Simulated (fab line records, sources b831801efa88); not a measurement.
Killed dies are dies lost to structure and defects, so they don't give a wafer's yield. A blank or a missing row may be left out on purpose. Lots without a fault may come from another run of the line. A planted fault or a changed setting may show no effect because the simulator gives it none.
Which tool did it? | flow gf180mcu | 7 lots, 21 wafers sampled, at 2 steps of a route of 602

WHAT THE GAUGES READ, wafer by wafer
GF_HV_LDD_OVL_MEAS_20.
lot  | measured     | on         | HV_LDD_01_OVL (nm)
L737 | day 11 09:31 | overlay-02 | 1.8 1.1 2.7
L739 | day 11 16:51 | overlay-01 | 2.1 2.7 2.5
L742 | day 12 22:20 | overlay-02 | 0.2 2.1 0.3
L746 | day 14 05:00 | overlay-01 | -0.6 2.6 0.6
L749 | day 14 13:23 | overlay-01 | 50.7 51.8 51.0
L753 | day 16 14:59 | overlay-01 | 3.8 1.0 0.1
L758 | day 17 18:56 | overlay-01 | 0.6 1.4 0.3

WHICH TOOL RAN EACH LOT (tool, then ch and the chambers of the sampled wafers, then the start)
lot  | GF_HV_LDD_EXPOSE_16
L737 | iline_stepper-02 ch 0, day 11 00:37
L739 | iline_stepper-01 ch 0, day 11 07:28
L742 | iline_stepper-02 ch 0, day 12 13:49
L746 | iline_stepper-02 ch 0, day 13 19:24
L749 | iline_stepper-02 ch 0, day 14 04:01
L753 | iline_stepper-01 ch 0, day 16 04:02
L758 | iline_stepper-01 ch 0, day 17 08:23
- GF_HV_LDD_EXPOSE_16: exposes mask Pplus LV AREA, target cd 400 nm.

THE ANSWER, worked out from the rows above alone
Rule: what is usual is taken from the lots themselves. Put in order of their means at a reading, lots are off if they are a third of the lots or fewer, leave a main group of 4 or more, and stand apart from it by a gap of 3 or more times the standard deviation of the main group's means; of several such gaps the widest counts. A main group whose means are all the same, to the digits that the tables above print for the reading, isn't used. A lot without any number at a reading at which 4 lots or more have one is off too. The other lots that the step has rows for count as sound.
Off: L749, at GF_HV_LDD_OVL_MEAS_20 (HV_LDD_01_OVL). The main group: mean 1.4 nm, standard deviation 0.62.
A tool fits if, at a process step before that reading, it ran every lot that is off, and no sound lot after the first of them. The gauges at GF_HV_LDD_OVL_MEAS_20 are tried like those tools. One fits: iline_stepper-02 at GF_HV_LDD_EXPOSE_16. Its last sound lot is L746 (day 13 19:24), its first lot that is off L749 (day 14 04:01): a fault that began between those two fits.

WHAT THE SIMULATOR HAD PUT IN
Scanner matching overlay: iline_stepper-02, from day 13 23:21 on, at GF_HV_LDD_EXPOSE_16. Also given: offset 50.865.
Lots struck among those shown: L749. The rule above found the same.
